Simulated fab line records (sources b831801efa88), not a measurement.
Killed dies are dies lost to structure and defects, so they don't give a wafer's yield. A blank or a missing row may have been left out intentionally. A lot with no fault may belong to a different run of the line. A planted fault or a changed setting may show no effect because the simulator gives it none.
A struck lot beside a sound one ; flow sky130 ; 15 out of 708 route steps
Sound: the wafers L875.3, L875.4, L875.6. Wafers struck: L883.1, L883.2, L883.3. The cause is named last.
Order at every step that has rows: each side's tool, ch and its chambers, its first start. Under that, the readings that differ: sound wafers ; struck wafers ; difference of the means ; sigmas: that difference in standard deviations of wafers without a fault.
alike: words and numbers the same on both sides, and readings whose means are apart by under 2 such deviations; not compared: readings that were withheld, readings missing a value for some wafer, numbers with overlapping values and no deviation given by the record, and bounds like >300 which may hide the same value.
Wherever a step has rows on one side only, a row that says differs or no value, or a row with sigmas, the two part there. Non-overlapping numbers with no deviation appear without sigmas and do not part them. A reading that every wafer of one side lacks parts them only if that side has two wafers or more.

first, 3 steps without rows for these wafers: SKY_GATE_OXIDE_EXPOSE_07 (exposes mask LVOM, target cd 600 nm); SKY_GATE_OXIDE_PEB_08; SKY_GATE_OXIDE_DEVELOP_09 (develop time 60 s).
SKY_GATE_OXIDE_OVL_MEAS_10:
  struck on overlay-02, day 18 09:29; sound on overlay-02, day 15 13:03
  alike: GATE_OXIDE_OVL
then, 2 steps without rows for these wafers: SKY_GATE_OXIDE_IMPLANT_11; SKY_GATE_OXIDE_WET_ETCH_12 (etches SiO2 in dHF, target depth 16.8 nm, time 336 s).
SKY_GATE_OXIDE_STRIP_13: strips in O2/N2.
  sound on plasma asher-03 ch 0,1, day 15 13:22; struck on plasma asher-04 ch 0,1, day 18 09:47
  alike: chamber pressure mTorr, drypump motor current A, o2 flow sccm, oes product au, strip time to endpoint s
  not compared: rf hours counter h
SKY_GATE_OXIDE_TW_MEAS_14:
  struck on film metro-03, day 18 09:53; sound on film metro-02, day 15 13:27
  alike: GATE_OXIDE_TW
then, 3 steps without rows for these wafers: SKY_GATE_OXIDE_CLEAN_15 (cleans in SC1/SC2, time 150 s); SKY_GATE_OXIDE_OXIDATION_16 (stabilise 600 s, purge 300 s, target thk 3.57 nm); SKY_POLY_GATE_CVD_00 (deposits poly-Si, target thk 180 nm, time 720 s).
SKY_POLY_GATE_THK_MEAS_01:
  struck on film metro-01, day 18 12:43; sound on film metro-04, day 15 16:28
reading;sound;struck;difference;sigmas
POLY_GATE_CVD_00_THK (nm);182.9 183.7 183.6;178.6 179.0 179.7;-4.3;-3
SKY_RES_PROTECT_DEHYDRATE_00: time 60 s.
  sound on litho track-02 ch 0, day 16 05:16; struck on litho track-02 ch 0, day 19 03:19
reading;sound;struck;difference;sigmas
heater power total W (W);160.32 160.59 160.41;159.03 158.99 158.99;-1.44;-12
plate temp C (C);199.97 200.19 199.83;198.64 198.58 198.73;-1.35;-8
then, 1 step without rows for these wafers: SKY_RES_PROTECT_HMDS_01 (prime time 60 s).
-- the record jumps here: 30 days lie between the struck wafers' starts before and after (it left off in module RES_PROTECT and takes up again in module PAD_OPEN, whose first step shown is number 708 of the route) --
SKY_PAD_OPEN_PROBE_99:
  struck on prober-02, day 48 22:13; sound on prober-01, day 47 01:34
  alike: killed_at_M0_to_M3, killed_at_M4_up, killed at contacts, killed at front end, killed at other, killed dies, killed open, killed short

== WHERE THEY PART ==
First at SKY_POLY_GATE_THK_MEAS_01; last, within this record, at SKY_RES_PROTECT_DEHYDRATE_00. Later steps at which nothing parts them and some readings are alike: SKY_PAD_OPEN_PROBE_99.

WHY: whatever the simulator had introduced
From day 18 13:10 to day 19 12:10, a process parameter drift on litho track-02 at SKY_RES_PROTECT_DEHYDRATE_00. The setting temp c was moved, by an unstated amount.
